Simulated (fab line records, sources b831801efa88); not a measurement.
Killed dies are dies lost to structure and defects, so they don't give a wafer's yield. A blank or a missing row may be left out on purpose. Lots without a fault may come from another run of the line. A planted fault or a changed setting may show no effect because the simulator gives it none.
A struck lot beside a sound one | flow gf180mcu | 14 steps out of a route of 602
Sound: wafers L431.2, L431.3, L431.5. Struck: wafers L438.1, L438.3, L438.6. The cause comes at the end.
At each step with rows: each side's tool, then ch and its chambers, then its first start. Under that, the readings that differ: sound wafers | struck wafers | difference of the means | sigmas: that difference in standard deviations of wafers without a fault.
alike: readings whose means differ by less than 2 such deviations, and words and numbers that are the same on both sides. not compared: withheld readings, readings that some wafer has no value for, bounds like >300 that may hide the same value, and numbers for which the record gives no deviation and whose values overlap.
The two part at a step that has a row with sigmas, a row that says differs or no value, or rows on one side only. Numbers that don't overlap but have no deviation are shown without sigmas and don't part them. A reading that every wafer of one side lacks parts them only if that side has two wafers or more.

first, 1 step without rows for these wafers: GF_V3_CMP_26 (polishes, stops on SiO2, t overpolish 15 s, target thk 0 nm).
GF_M4_SPUTTER_00: material Ti, target thk 37.5 nm, time 150 s.
  sound on pvd_sputter-03, day 25 08:21; struck on pvd_sputter-01, day 27 06:44
  alike: throttle_valve_pct
GF_M4_SPUTTER_01: material TiN, target thk 30 nm, time 25 s.
  sound on pvd_sputter-03, day 25 08:27; struck on pvd_sputter-01, day 27 06:50
  alike: throttle_valve_pct
GF_M4_SPUTTER_02: material AlCu, target thk 450 nm, time 23.9 s.
  sound on pvd_sputter-03, day 25 08:29; struck on pvd_sputter-01, day 27 06:52
  alike: throttle_valve_pct
GF_M4_SPUTTER_03: material Ti, target thk 10 nm, time 6.7 s.
  sound on pvd_sputter-03, day 25 08:31; struck on pvd_sputter-01, day 27 06:54
  alike: throttle_valve_pct
GF_M4_SPUTTER_04: material TiN, target thk 50 nm, time 41.7 s.
  sound on pvd_sputter-03, day 25 08:32; struck on pvd_sputter-01, day 27 06:55
  alike: throttle_valve_pct
GF_M4_RS_MEAS_05: measures by four-point-probe.
  sound on film_metro-03, day 25 08:35; struck on film_metro-03, day 27 06:58
  alike: M4_ALCU_RS
GF_M4_THK_MEAS_06: measures by xrf.
  sound on film_metro-03, day 25 08:42; struck on film_metro-03, day 27 07:05
  alike: M4_ALCU_THK
then, 4 steps without rows for these wafers: GF_M4_DEHYDRATE_07 (time 60 s); GF_M4_HMDS_08 (prime time 60 s); GF_M4_COAT_09 (resist thk 1000 nm); GF_M4_SOFTBAKE_10 (time 60 s).
GF_M4_EXPOSE_11: exposes mask Metal4, target cd 280 nm.
  sound on krf_scanner-02 ch 0, day 25 19:38; struck on krf_scanner-01, day 27 17:01
  no value came back on the struck wafers for exposure_dose_mJ_cm2, focus_offset_nm (nm), na; on the sound wafers exposure_dose_mJ_cm2 reads 28.002 27.997 28.023
  alike: mask
then, 1 step without rows for these wafers: GF_M4_PEB_12 (peb time 90 s).

WHERE THEY PART
Only at GF_M4_EXPOSE_11, within this record.

WHY: what the simulator had put in
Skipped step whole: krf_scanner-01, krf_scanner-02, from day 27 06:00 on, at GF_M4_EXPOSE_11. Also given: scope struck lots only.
